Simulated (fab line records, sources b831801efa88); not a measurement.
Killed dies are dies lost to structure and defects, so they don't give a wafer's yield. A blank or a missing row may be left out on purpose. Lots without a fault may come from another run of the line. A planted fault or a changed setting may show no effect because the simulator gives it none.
One fault seen from 2 desks | flow gf180mcu | each desk has only its own numbers; what lay behind them comes last

THE METROLOGY DESK
What the gauges read, lot by lot, whatever tool the lot ran on: means of the sampled wafers that have a number. A lot is out of limits, marked OUT, if its mean lies more than 4 standard deviations from the usual mean; the brackets give that distance.
Columns: A = VT_IMPLANT_2_TW at GF_VT_IMPLANT_TW_MEAS_21, usual 1203; B = VT_IMPLANT_02_OVL at GF_VT_IMPLANT_OVL_MEAS_29, usual 0.9 nm; C = NWELL_RS at GF_VT_IMPLANT_RS_MEAS_47, usual 488.0 ohm/sq
lot  | first seen here | A               | B    | C
L673 | day 6 17:11     | 1197            | -0.0 | 489.7
L675 | day 7 09:20     | 1219            | 0.8  | 487.5
L676 | day 7 12:43     | 1198            | 0.6  | 489.4
L677 | day 7 19:16     | 1203            | 0.8  | 488.5
L678 | day 8 08:02     | 1202            | 1.2  | 488.6
L679 | day 8 12:39     | 1202            | 0.3  | 488.9
L683 | day 9 12:22     | 1200            | 3.5  | 487.4
L685 | day 9 22:38     | 1138 (-7.4) OUT | 0.3  | 488.2
L686 | day 10 04:43    | 1160 (-4.9) OUT | -0.6 | 487.6
L688 | day 10 18:20    | 1202            | 2.5  | 488.5
L690 | day 11 07:43    | 1200            | -0.5 | 487.7
L691 | day 11 15:05    | 1202            | 0.4  | 487.6
L692 | day 11 20:11    | 1201            | 0.9  | 487.6
This desk's finding: out of limits on L685, L686; first on L685, day 9 22:38 (VT_IMPLANT_2_TW at GF_VT_IMPLANT_TW_MEAS_21). In limits: L673, L675, L676, L677, L678, L679, L683, L688, L690, L691, L692.

THE TOOL OWNER'S DESK: implanter-04
The tool's own readings at GF_VT_IMPLANT_IMPLANT_19: means of the sampled wafers that have a number, for each lot that ran on this tool. A lot is out of limits, marked OUT, if its mean lies more than 4 standard deviations from the usual mean; the brackets give that distance.
Columns: A = beam_energy_keV at GF_VT_IMPLANT_IMPLANT_19, usual 100.00; B = beam_on_s at GF_VT_IMPLANT_IMPLANT_19, usual 9.99 s; C = faraday_current_uA at GF_VT_IMPLANT_IMPLANT_19, usual 24.6
lot  | first seen here | A      | B               | C
L675 | day 7 09:05     | 99.99  | 10.05           | 24.4
L678 | day 8 07:49     | 99.98  | 9.93            | 24.7
L679 | day 8 12:26     | 100.02 | 9.89            | 24.8
L683 | day 9 12:07     | 100.00 | 10.13           | 24.1
L685 | day 9 22:24     | 99.99  | 8.37 (-8.1) OUT | 29.3 (+9.7) OUT
L686 | day 10 04:28    | 100.00 | 8.20 (-8.9) OUT | 29.8 (+11) OUT
This desk's finding: out of limits on L685, L686; first on L685, day 9 22:24 (beam_on_s at GF_VT_IMPLANT_IMPLANT_19). In limits: L675, L678, L679, L683.

PUT TOGETHER
The tool owner's desk could have raised an alarm at day 9 22:24, on L685, L686.
The metrology desk could have raised an alarm at day 9 22:38, on L685, L686.
Of the lots named, all ran GF_VT_IMPLANT_IMPLANT_19 on implanter-04.

WHAT THE SIMULATOR HAD PUT IN
Process parameter drift: implanter-04, from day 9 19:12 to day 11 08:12, at GF_VT_IMPLANT_IMPLANT_19. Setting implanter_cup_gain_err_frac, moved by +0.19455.
Lots struck among those shown: L685, L686.
Hours from the fault's start to each desk's first reading out of limits: the tool owner's desk, 3; the metrology desk, 3.
